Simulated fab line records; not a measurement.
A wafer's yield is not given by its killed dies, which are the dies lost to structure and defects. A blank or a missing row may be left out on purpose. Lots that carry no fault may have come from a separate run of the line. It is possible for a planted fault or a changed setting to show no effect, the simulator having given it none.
fab line records	flow sky130
[record] lots = 6	wafers = 18	last-day = 50
route steps=708 shown METAL3@557
lots untouched by any fault: they come from a run of this same line in which no faults occurred
start-h: hours from the record's opening day to when the first of the lot's shown wafers began	wait-h: hours since the lot's step before	" the same as in the row above	L1.1+2: a row that stands for several wafers	- no value present, or no start provided	* or withheld: withheld	< > ~ a bound
route shown NAME@n: names a module that has steps shown in the file, with the first one's number in the route	usual: the fault-free wafers' mean and standard deviation	same: alike in all rows	chamber/n: place in a boat	sites: each site's reading	_std_site: their standard deviation	_edge_site: mean of outer sites minus mean of inner sites	radius-mm: how far each site lies from the wafer's centre	mask NAME#n: copy n	behind: the tool/chamber that last shaped the wafer	hold: why the lot was held/for how many hours/how that ended	device: the n, p or np transistor that did not switch	end of line: at the end of the route, the tests of the same wafers	where a step has no rows: the recipe by itself	killed: dies that structure and defects cost at the first sort, which is not the same as the wafer's yield	map: dies across one wafer; x = killed, . = not, _ = none there
set.NAME: the run value of the setting; set.NAME@STEP: its run value at that earlier step	model.NAME: the simulator's own value behind a step, which no gauge read
lots seen at some steps along the route; tables by step, rows by wafer
services: from which hour (start-h, from the record's first day; less than 0 if before it) a tool's chamber was out of use, for how many hours, and why
[[steps]]
[step SKY_METAL3_COAT_07]
[recipe] resist = BARC	temp-c = withheld	time-s = withheld	spin-rpm = 3000	resist-thk-nm = 60
[step SKY_METAL3_COAT_08]
[recipe] resist = KrF-thick	spin-rpm = 3000	resist-thk-nm = 1140
[step SKY_METAL3_SOFTBAKE_09]
[recipe] temp-c = 100	time-s = 90	resist = KrF-thick
[step SKY_METAL3_EXPOSE_10]
[recipe] mask-id = MM3	na = 0.68	source-shape = annular	sigma-inner = 0.4	sigma-outer = 0.8	target-cd-nm = 300	dose-mj = 28
[step SKY_METAL3_PEB_11]
[recipe] peb-temp-c = withheld	peb-time-s = withheld	resist = KrF-thick
[step SKY_METAL3_DEVELOP_12]
[recipe] develop-time-s = 60	resist = KrF-thick	dev-temp-c = 21
[step SKY_METAL3_CD_MEAS_13]
[recipe] target-cd-nm = 300
[usual] cd-nm = 300.2/1.3
lot.wafer	tool	chamber	start-h	wait-h	cd-nm
L370.1	cd-sem-02	-	908.67	-	301.5
L370.4	"	-	"	"	301.8
L370.5	"	-	"	"	301.1
L376.1	cd-sem-02	-	946.81	-	301.3
L376.2	"	-	"	"	302.0
L376.3	"	-	"	"	303.1
L379.4	cd-sem-02	-	968.42	-	300.8
L379.5	"	-	"	"	301.4
L379.6	"	-	"	"	301.6
L380.3	cd-sem-02	-	976.41	-	298.9
L380.5	"	-	"	"	297.8
L380.6	"	-	"	"	297.3
L384.1	cd-sem-02	-	1002.56	-	297.6
L384.2	"	-	"	"	296.5
L384.3	"	-	"	"	298.7
L391.1	cd-sem-01	-	1046.82	-	302.0
L391.4	"	-	"	"	301.0
L391.6	"	-	"	"	301.1
[step SKY_METAL3_OVL_MEAS_14]
[usual] METAL3_OVL = 3/5.2
lot.wafer	tool	chamber	start-h	wait-h	METAL3_OVL[nm]
L370.1	overlay-02	-	908.79	0.1	0
L370.4	"	-	"	"	2
L370.5	"	-	"	"	-4
L376.1	overlay-01	-	946.93	0.1	3
L376.2	"	-	"	"	-2
L376.3	"	-	"	"	1
L379.4	overlay-02	-	968.50	0.1	2
L379.5	"	-	"	"	12
L379.6	"	-	"	"	5
L380.3	overlay-01	-	976.50	0.1	4
L380.5	"	-	"	"	-2
L380.6	"	-	"	"	-2
L384.1	overlay-02	-	1002.68	0.1	2
L384.2	"	-	"	"	5
L384.3	"	-	"	"	5
L391.1	overlay-02	-	1046.94	0.1	1
L391.4	"	-	"	"	0
L391.6	"	-	"	"	2
[step SKY_METAL3_DESCUM_15]
[recipe] chemistry = O2	source-power-w = 150	bias-power-w = 0	pressure-mtorr = 10	temp-c = 40	time-s = 8
[usual] drypump-motor-current-A = 5.8/0.47	oes-product-au = 1.000/0.0083	rf-fwd-power-W = 147.2/0.77
lot.wafer	tool	chamber	start-h	wait-h	drypump-motor-current-A	oes-product-au	rf-fwd-power-W	rf-hours-counter-h
L370.1	rie-metal-02	0	908.83	0.0	5.8	1.005	147.6	15
L370.4	"	0	"	"	5.8	1.004	147.3	-
L370.5	"	0	"	"	5.8	0.998	147.7	-
L376.1	rie-metal-04	1	946.97	0.0	5.5	1.004	146.7	3
L376.2	"	0	"	"	6.3	0.997	148.2	17
L376.3	"	0	"	"	6.4	1.000	147.7	-
L379.4	rie-metal-04	1	968.53	0.0	5.5	1.008	147.2	-
L379.5	"	0	"	"	6.4	1.000	148.3	-
L379.6	"	1	"	"	5.5	1.010	145.7	-
L380.3	rie-metal-04	0	976.54	0.0	6.4	0.999	147.6	-
L380.5	"	0	"	"	6.4	1.007	147.6	-
L380.6	"	1	"	"	5.5	1.012	146.7	-
L384.1	rie-metal-01	1	1002.72	0.0	5.1	1.004	145.9	14
L384.2	"	1	"	"	5.1	0.999	146.5	-
L384.3	"	1	"	"	5.1	1.002	146.1	-
L391.1	rie-metal-04	1	1046.98	0.0	5.5	0.996	146.1	9
L391.4	"	1	"	"	5.5	0.991	146.4	-
L391.6	"	1	"	"	5.5	0.998	146.0	-
[step SKY_METAL3_ETCH_16]
[recipe] chemistry = N2/H2	target = BARC	ion-energy-ev = 200	bias-w = 100	pressure-mtorr = 30	n2-flow-sccm = 100	h2-flow-sccm = 200	icp-w = 500	stop-on = SiO2	time-s = 88.2	target-depth-a = 600
[usual] drypump-motor-current-A = 5.8/0.48	oes-product-au = 0.625/0.0046	rf-fwd-power-W = 497.0/1.6	throttle-valve-pct = 13.205/0.0093
lot.wafer	tool	chamber	start-h	wait-h	drypump-motor-current-A	oes-product-au	rf-fwd-power-W	rf-hours-counter-h	throttle-valve-pct
L370.1	rie-metal-02	0	908.89	0.1	5.7	0.617	498.8	15	13.186
L370.4	"	0	"	"	5.8	0.620	495.7	-	13.209
L370.5	"	0	"	"	5.8	0.627	498.6	-	13.183
L376.1	rie-metal-04	1	947.00	0.0	5.5	0.625	494.6	3	13.198
L376.2	"	0	"	"	6.4	0.626	497.5	17	13.190
L376.3	"	0	"	"	6.4	0.626	498.4	-	13.194
L379.4	rie-metal-04	1	968.58	0.0	5.5	0.621	497.4	-	13.196
L379.5	"	0	"	"	6.4	0.616	498.4	-	13.210
L379.6	"	1	"	"	5.5	0.623	497.5	-	13.209
L380.3	rie-metal-04	0	976.59	0.0	6.4	0.625	497.6	-	13.200
L380.5	"	0	"	"	6.4	0.625	496.6	-	13.206
L380.6	"	1	"	"	5.5	0.636	498.4	-	13.202
L384.1	rie-metal-01	1	1002.78	0.1	5.1	0.631	494.8	14	13.218
L384.2	"	1	"	"	5.1	0.624	496.6	-	13.196
L384.3	"	1	"	"	5.1	0.626	496.3	-	13.206
L391.1	rie-metal-04	1	1047.01	0.0	5.5	0.615	497.0	9	13.199
L391.4	"	1	"	"	5.5	0.622	495.7	-	13.211
L391.6	"	1	"	"	5.5	0.625	497.2	-	13.216
[step SKY_METAL3_ETCH_17]
[recipe] target = SiO2	stop-on = TiN	chemistry = C4F8/O2/Ar	source-w = 1500	bias-w = 1200	pressure-mtorr = 40	c4f8-flow-sccm = withheld	O2_flow_sccm = 6	Ar_flow_sccm = 300	time-s = 3.9	target-depth-a = 150
[usual] oes-product-au = 0.754/0.0064	rf-fwd-power-W = 1471/7.9
lot.wafer	tool	chamber	start-h	wait-h	oes-product-au	rf-fwd-power-W
L370.1	rie-diel-02	3	909.09	0.2	0.756	1472
L370.4	"	1	"	"	0.758	1463
L370.5	"	1	"	"	0.759	1468
L376.1	rie-diel-01	1	947.10	0.1	0.757	1470
L376.2	"	2	"	"	0.755	1458
L376.3	"	0	"	"	0.761	1472
L379.4	rie-diel-04	0	968.65	0.0	0.759	1463
L379.5	"	3	"	"	0.755	1487
L379.6	"	0	"	"	0.752	1462
L380.3	rie-diel-01	1	976.66	0.0	0.745	1473
L380.5	"	1	"	"	0.747	1473
L380.6	"	2	"	"	0.752	1469
L384.1	rie-diel-01	0	1002.98	0.2	0.746	1484
L384.2	"	2	"	"	0.757	1463
L384.3	"	3	"	"	0.752	1476
L391.1	rie-diel-04	2	1047.11	0.1	0.744	1469
L391.4	"	3	"	"	0.750	1483
L391.6	"	0	"	"	0.753	1460
[step SKY_METAL3_METAL_ETCH_18]
[recipe] target-depth-a = 8450	stop-on = SiO2	over-etch-frac = 0.3	time-s = 183.1	chemistry = Cl2/BCl3	resist-sidewall-deg = 88	pressure-mtorr = 10	icp-w = 900	bias-w = 48.5	Cl2_flow_sccm = 60	bcl3-flow-sccm = 30
[usual] drypump-motor-current-A = 5.9/0.45	oes-product-au = 0.866/0.0065	rf-fwd-power-W = 896.9/2.8	throttle-valve-pct = 22.265/0.009
lot.wafer	tool	chamber	start-h	wait-h	drypump-motor-current-A	oes-product-au	rf-fwd-power-W	rf-hours-counter-h	throttle-valve-pct
L370.1	rie-metal-04	1	909.11	0.0	5.5	0.869	897.8	2	22.264
L370.4	"	1	"	"	5.5	0.860	897.6	-	22.277
L370.5	"	1	"	"	5.5	0.869	894.7	-	22.270
L376.1	rie-metal-02	1	947.12	0.0	6.2	0.873	896.6	12	22.270
L376.2	"	0	"	"	5.8	0.869	893.9	17	22.264
L376.3	"	0	"	"	5.8	0.867	892.8	-	22.259
L379.4	rie-metal-01	1	968.73	0.1	5.1	0.868	893.1	-	22.270
L379.5	"	1	"	"	5.1	0.883	892.1	-	22.263
L379.6	"	0	"	"	6.2	0.873	902.5	-	22.267
L380.3	rie-metal-02	1	976.74	0.1	6.2	0.864	903.1	-	22.255
L380.5	"	1	"	"	6.2	0.853	896.0	-	22.276
L380.6	"	0	"	"	5.8	0.863	897.2	-	22.263
L384.1	rie-metal-04	1	1003.00	0.0	5.5	0.864	896.6	6	22.263
L384.2	"	0	"	"	6.4	0.866	893.9	20	22.254
L384.3	"	0	"	"	6.3	0.867	896.7	-	22.251
L391.1	rie-metal-01	1	1047.13	0.0	5.1	0.865	897.7	18	22.263
L391.4	"	1	"	"	5.1	0.854	893.4	-	22.258
L391.6	"	0	"	"	6.2	0.864	903.0	-	22.274
[step SKY_METAL3_STRIP_19]
[recipe] chemistry = O2/N2	power-w = 1400	pressure-mtorr = 1500	platen-temp-c = withheld	o2-flow-sccm = 3000	n2-flow-sccm = 300	overash-fraction = 0.5
[usual] chamber-pressure-mTorr = 1500/4.8	drypump-motor-current-A = 5.53/0.29	o2-flow-sccm = 3000/8.4	oes-product-au = 0.503/0.0045	overash-fraction = 0.5/0	strip-time-to-endpoint-s = 6.54/0.052
lot.wafer	tool	chamber	start-h	wait-h	chamber-pressure-mTorr	drypump-motor-current-A	o2-flow-sccm	oes-product-au	overash-fraction	rf-hours-counter-h	strip-time-to-endpoint-s	model.KrF-thick_of_METAL3_COAT_08.thk-nm
L370.1	plasma-asher-04	0	909.28	0.1	1500	5.11	3007	0.504	0.5	94	6.56	0
L370.4	"	0	"	"	1501	5.12	3007	0.505	0.5	-	6.54	0
L370.5	"	0	"	"	1498	5.10	3000	0.505	0.5	-	6.52	0
L376.1	plasma-asher-02	1	947.30	0.1	1502	5.72	2993	0.509	0.5	82	6.66	0
L376.2	"	0	"	"	1501	5.58	2986	0.504	0.5	82	6.57	0
L376.3	"	0	"	"	1500	5.57	3005	0.503	0.5	-	6.59	0
L379.4	plasma-asher-02	1	968.88	0.1	-	-	-	-	-	-	-	528.4
L379.5	"	0	"	"	-	-	-	-	-	-	-	526.4
L379.6	"	1	"	"	-	-	-	-	-	-	-	527.4
L380.3	plasma-asher-02	0	976.89	0.1	-	-	-	-	-	-	-	526
L380.5	"	1	"	"	-	-	-	-	-	-	-	529.8
L380.6	"	0	"	"	-	-	-	-	-	-	-	520.9
L384.1	plasma-asher-02	1	1003.18	0.1	1498	5.75	2991	0.501	0.5	88	6.47	0
L384.2	"	0	"	"	1501	5.55	3006	0.506	0.5	88	6.57	0
L384.3	"	0	"	"	1502	5.57	3004	0.501	0.5	-	6.59	0
L391.1	plasma-asher-04	1	1047.30	0.1	1500	5.26	2998	0.509	0.5	107	6.58	0
L391.4	"	1	"	"	1501	5.26	2983	0.499	0.5	-	6.51	0
L391.6	"	0	"	"	1502	5.13	2997	0.499	0.5	-	6.47	0
[step SKY_METAL3_STRIP_20]
[recipe] chemistry = post-etch-residue-remover	time-s = 1200	temp-c = 72.5
[[services]]
tool	chamber	start-h	hours	kind
rie-diel-01	3	887.74	4.2	repair
rie-metal-02	1	901.18	13.8	repair
rie-diel-01	3	903.96	-	clean
rie-diel-01	3	903.96	12.4	scheduled-down
rie-diel-01	3	903.96	12.4	vent-cycle
rie-diel-04	3	904.88	4.0	repair
rie-diel-01	3	938.13	12.2	repair
rie-metal-01	-	944.82	4.3	pm
rie-diel-04	0	953.94	7.1	repair
rie-metal-01	-	970.23	0.5	repair
rie-diel-04	1	971.05	7.3	repair
rie-diel-04	-	971.57	0.5	repair
rie-diel-04	0	982.91	3.1	repair
rie-metal-01	0	997.29	-	clean
rie-metal-01	0	997.29	18.0	scheduled-down
rie-metal-01	0	997.29	18.0	vent-cycle
rie-metal-04	0	1008.58	-	clean
rie-metal-04	0	1008.58	16.9	scheduled-down
rie-metal-04	0	1008.58	16.9	vent-cycle
rie-metal-02	-	1010.25	14.6	pm
rie-metal-04	-	1013.40	0.1	repair
rie-diel-04	1	1016.73	2.1	repair
rie-metal-04	1	1019.89	15.9	repair
rie-diel-01	1	1039.92	1.5	repair
[[key]]
[first-sign] step = SKY_METAL3_STRIP_19	reading = tool-record	direction = missing
effect none on later readings
[model-effect] step = SKY_METAL3_STRIP_19	value = KrF-thick_of_METAL3_COAT_08.thk-nm	without = 0	struck = 526.5
met-at SKY_METAL3_STRIP_19
struck-wafers L379.4,L379.5,L379.6,L380.3,L380.5,L380.6
later-rows-left-out L379.4,L379.5,L379.6,L380.3,L380.5,L380.6
sort-left-out L379.4,L379.5,L379.6,L380.3,L380.5,L380.6
onset-between 947.30 968.88
[fault] kind = skipped-step-whole	tool = plasma-asher-02	chamber = -	onset-h = 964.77	steps = SKY_METAL3_STRIP_19	scope = struck-lots-only
// sort-left-out: the simulated sort isn't trusted on such a fault, so these wafers' sort isn't shown, and their yield isn't known
// later-rows-left-out: the simulator's readings of these wafers behind a module that went badly wrong aren't trusted and aren't shown, but for the sort
